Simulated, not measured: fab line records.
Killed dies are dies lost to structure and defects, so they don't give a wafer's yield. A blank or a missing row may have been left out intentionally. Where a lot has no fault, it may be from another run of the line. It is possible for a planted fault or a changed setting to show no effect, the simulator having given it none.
Matching of chambers || flow gf180mcu || GF_V5_CMP_04 on cmp-02 has 4 sister chambers
The step polishes SiO2. 8 wafers are shown with their chamber, then 8 later ones without.

== WAFERS, EACH WITH ITS CHAMBER ==
{"wafer": "L850.3", "chamber": 0, "motor-current-A (A)": 10.9, "head-pressure-psi (psi)": 4.000}
{"wafer": "L850.4", "chamber": 3, "motor-current-A (A)": 11.1, "head-pressure-psi (psi)": 3.996}
{"wafer": "L855.1", "chamber": 3, "motor-current-A (A)": 11.3, "head-pressure-psi (psi)": 4.000}
{"wafer": "L855.3", "chamber": 0, "motor-current-A (A)": 11.7, "head-pressure-psi (psi)": 4.006}
{"wafer": "L855.4", "chamber": 1, "motor-current-A (A)": 11.0, "head-pressure-psi (psi)": 4.004}
{"wafer": "L857.2", "chamber": 1, "motor-current-A (A)": 11.3, "head-pressure-psi (psi)": 3.989}
{"wafer": "L857.6", "chamber": 2, "motor-current-A (A)": 11.8, "head-pressure-psi (psi)": 4.000}
{"wafer": "L862.1", "chamber": 2, "motor-current-A (A)": 10.6, "head-pressure-psi (psi)": 3.995}

== WAFERS WHOSE CHAMBER IS MISSING ==
{"wafer": "L862.2", "motor-current-A (A)": 11.2, "head-pressure-psi (psi)": 4.008}
{"wafer": "L862.3", "motor-current-A (A)": 11.3, "head-pressure-psi (psi)": 4.000}
{"wafer": "L863.2", "motor-current-A (A)": 10.9, "head-pressure-psi (psi)": 3.991}
{"wafer": "L863.3", "motor-current-A (A)": 11.2, "head-pressure-psi (psi)": 3.991}
{"wafer": "L863.6", "motor-current-A (A)": 11.6, "head-pressure-psi (psi)": 3.995}
{"wafer": "L871.1", "motor-current-A (A)": 11.5, "head-pressure-psi (psi)": 3.987}
{"wafer": "L871.3", "motor-current-A (A)": 11.6, "head-pressure-psi (psi)": 4.002}
{"wafer": "L871.4", "motor-current-A (A)": 11.2, "head-pressure-psi (psi)": 3.999}

== WHICH CHAMBER EACH WENT THROUGH ==
{"wafer": "L862.2", "from the rows above": "can't be placed: 0 or 3 or 2 or 1", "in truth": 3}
{"wafer": "L862.3", "from the rows above": "can't be placed: 3 or 2 or 0 or 1", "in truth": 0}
{"wafer": "L863.2", "from the rows above": "can't be placed: 1 or 2 or 3 or 0", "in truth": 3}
{"wafer": "L863.3", "from the rows above": "can't be placed: 1 or 2 or 3 or 0", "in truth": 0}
{"wafer": "L863.6", "from the rows above": "can't be placed: 2 or 1 or 3 or 0", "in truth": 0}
{"wafer": "L871.1", "from the rows above": "can't be placed: 1 or 2 or 3 or 0", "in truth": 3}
{"wafer": "L871.3", "from the rows above": "can't be placed: 0 or 3 or 2 or 1", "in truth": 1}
{"wafer": "L871.4", "from the rows above": "can't be placed: 3 or 2 or 1 or 0", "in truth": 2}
0 of 8 placed correctly. Not placeable from these rows: 8 (in 8, the candidates include the true chamber). 0 placed wrongly.
How it was worked out, from the rows above alone: a wafer's distance from a chamber is the root of the sum, over the readings, of the square of ((its reading less the chamber's mean) divided by the reading's scatter). The wafer belongs to the nearest chamber; if the next one is less than 2 further off, it can't be placed. Each chamber's mean is taken over the wafers shown for it. How the scatter is found: for the shown wafers, subtract from each reading the mean of its chamber, square and add these, divide the total by (wafers less chambers), then take the root.
